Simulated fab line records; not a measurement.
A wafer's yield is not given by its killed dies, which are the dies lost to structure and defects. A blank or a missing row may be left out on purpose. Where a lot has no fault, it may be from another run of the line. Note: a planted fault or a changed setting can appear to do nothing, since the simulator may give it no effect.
Problem report in the 8D (eight disciplines) form, filled by code || flow gf180mcu || the parts of the form that need people (team, actions taken, sign-off) are left out

## 1. THE ISSUE
spike_tc_upper_C at GF_DUAL_GATE_OXIDATION_15 reads a mean of 830.4 C on 6 wafers of 2 lots; wafers without a fault read 851.7 C with a standard deviation of 1.1. That puts it -19 standard deviations away from the usual mean.
The step: stabilise 600 s, purge 300 s, target thk 7.098 nm.
First seen on wafer L137.3, day 10 06:46, on furnace-02. At this step, 18 wafers from 6 lots have a number in the record. The rule behind "out" and "out of limits": a value lying over 4 standard deviations away from the usual mean. The rest of the wafers with a number are treated as sound.

## 2. WHAT IT IS AND WHAT IT IS NOT
{"question": "which readings at this step", "is": "spike_tc_upper_C, spike_tc_bottom_C, spike_tc_centre_C, spike_tc_lower_C, spike_tc_top_C", "is not": "tube_center_temp_C"}
{"question": "which lots", "is": "L137, L138", "is not": "L130, L145, L146, L148"}
{"question": "which wafers of those lots", "is": "all that have a number", "is not": "-"}
{"question": "read on which tools", "is": "furnace-02", "is not": "furnace-01"}
{"question": "when", "is": "from day 10 06:46", "is not": "up to then (3 sound wafers); but 9 sound wafers of L145, L146, L148 came after"}

## 3. SUSPECTS, AND WHAT RULES EACH OUT
Counting: a tool at a process step up to the reading stays a suspect if it ran every lot that is out and no sound lot after the first of them.
- plasma_asher-03 at GF_DUAL_GATE_STRIP_13 (strips in O2/N2): ruled out as a lasting fault. The sound lots L146, L148 went through it after L137, its earliest lot that is out (day 10 06:40).
- furnace-02 at GF_DUAL_GATE_OXIDATION_15 (stabilise 600 s, purge 300 s, target thk 7.098 nm): ruled out as a lasting fault. The sound lots L146, L148 went through it after L137, its earliest lot that is out (day 10 06:46).
Left after counting: nothing in the record.

## 4. THE CAUSE (what the simulator had put in)
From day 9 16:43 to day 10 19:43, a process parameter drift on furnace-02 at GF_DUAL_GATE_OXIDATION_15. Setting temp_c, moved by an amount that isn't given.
Counting ruled it out, wrongly.

## 5. THE EFFECT CHAIN, in route order
Each row: a reading where the mean over the struck wafers with a number is more than 3 standard deviations away from the usual. Only readings for which the record gives a usual standard deviation are gone through. hours: the time from each lot's start at the first step in this table that gives one to its start at this step, as a median over the lots. sigmas: the change in usual standard deviations.
{"hours": 0, "step": "GF_DUAL_GATE_OXIDATION_15", "reading": "spike_tc_bottom_C", "usual": "867.9 C", "on struck wafers": 848.5, "change": -19.4, "sigmas": -16}
{"hours": 0, "step": "GF_DUAL_GATE_OXIDATION_15", "reading": "spike_tc_centre_C", "usual": "850.6 C", "on struck wafers": 829.7, "change": -20.9, "sigmas": -19}
{"hours": 0, "step": "GF_DUAL_GATE_OXIDATION_15", "reading": "spike_tc_lower_C", "usual": "850.3 C", "on struck wafers": 829.7, "change": -20.6, "sigmas": -19}
{"hours": 0, "step": "GF_DUAL_GATE_OXIDATION_15", "reading": "spike_tc_top_C", "usual": "860.0 C", "on struck wafers": 838.4, "change": -21.6, "sigmas": -18}
{"hours": 0, "step": "GF_DUAL_GATE_OXIDATION_15", "reading": "spike_tc_upper_C", "usual": "851.7 C", "on struck wafers": 830.4, "change": -21.3, "sigmas": -19}
{"hours": 0, "step": "GF_DUAL_GATE_OXIDATION_15", "reading": "zone_power_bottom_pct", "usual": "27.9 %", "on struck wafers": 26.3, "change": -1.6, "sigmas": -4.8}
It contains these process steps:
- GF_DUAL_GATE_OXIDATION_15: stabilise 600 s, purge 300 s, target thk 7.098 nm.

## 6. HOW IT WOULD HAVE BEEN CAUGHT EARLIER
In this record no reading fell out of limits until day 10 06:46, 14 hours after the fault had begun at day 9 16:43.
